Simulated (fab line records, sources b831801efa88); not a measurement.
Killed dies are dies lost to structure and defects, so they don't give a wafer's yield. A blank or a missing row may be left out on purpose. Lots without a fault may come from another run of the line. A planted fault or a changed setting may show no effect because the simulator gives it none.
A struck lot beside a sound one | flow sky130 | 14 steps out of a route of 708
Sound: wafers L602.1, L602.3, L602.6. Struck: wafers L607.1, L607.5, L607.6. The cause comes at the end.
At each step with rows: each side's tool, then ch and its chambers, then its first start. Under that, the readings that differ: sound wafers | struck wafers | difference of the means | sigmas: that difference in standard deviations of wafers without a fault.
alike: readings whose means differ by less than 2 such deviations, and words and numbers that are the same on both sides. not compared: withheld readings, readings that some wafer has no value for, bounds like >300 that may hide the same value, and numbers for which the record gives no deviation and whose values overlap.
The two part at a step that has a row with sigmas, a row that says differs or no value, or rows on one side only. Numbers that don't overlap but have no deviation are shown without sigmas and don't part them. A reading that every wafer of one side lacks parts them only if that side has two wafers or more.

first, 2 steps without rows for these wafers: SKY_LDD_P_PEB_05; SKY_LDD_P_DEVELOP_06 (develop time 60 s).
SKY_LDD_P_CD_MEAS_07: target cd 380 nm.
  sound on cd_sem-01, day 22 16:31; struck on cd_sem-01, day 23 21:13
  reading    | sound             | struck            | difference | sigmas
  cd_nm (nm) | 378.8 379.0 379.6 | 383.8 384.9 383.7 | +5.0       | +2
SKY_LDD_P_OVL_MEAS_08:
  sound on overlay-01, day 22 16:38; struck on overlay-02, day 23 21:20
  reading        | sound       | struck        | difference | sigmas
  LDD_P_OVL (nm) | 1.6 3.2 2.4 | -0.5 -0.2 0.0 | -2.6       | -2
then, 1 step without rows for these wafers: SKY_LDD_P_IMPLANT_09.
SKY_LDD_P_STRIP_10: strips in O2/N2.
  sound on plasma_asher-03 ch 1, day 22 16:49; struck on plasma_asher-04 ch 0,1, day 23 21:31
  alike: drypump_motor_current_A, n2_flow_sccm, o2_flow_sccm, oes_product_au, strip_time_to_endpoint_s
  not compared: rf_hours_counter_h
SKY_LDD_P_TW_MEAS_11:
  sound on film_metro-04, day 22 16:55; struck on film_metro-01, day 23 21:37
  alike: LDD_P_TW
then, 5 steps without rows for these wafers: SKY_LDD_HVN_DEHYDRATE_00 (time 60 s); SKY_LDD_HVN_HMDS_01 (prime time 60 s); SKY_LDD_HVN_COAT_02 (resist thk 300 nm); SKY_LDD_HVN_SOFTBAKE_03 (time 60 s); SKY_LDD_HVN_EXPOSE_04 (exposes mask HVNTM, target cd 700 nm).
SKY_LDD_HVN_PEB_05:
  sound on litho_track-03 ch 0, day 23 22:22; struck on litho_track-02, day 25 02:34
  reading         | sound          | struck | difference                    | sigmas
  exhaust_pa (Pa) | 45.1 45.0 44.8 | - - -  | no value on the struck wafers |
  not compared: chill_plate_temp_C
then, 1 step without rows for these wafers: SKY_LDD_HVN_DEVELOP_06 (develop time 60 s).

WHERE THEY PART
First at SKY_LDD_P_CD_MEAS_07; last, within this record, at SKY_LDD_HVN_PEB_05.

WHY: what the simulator had put in
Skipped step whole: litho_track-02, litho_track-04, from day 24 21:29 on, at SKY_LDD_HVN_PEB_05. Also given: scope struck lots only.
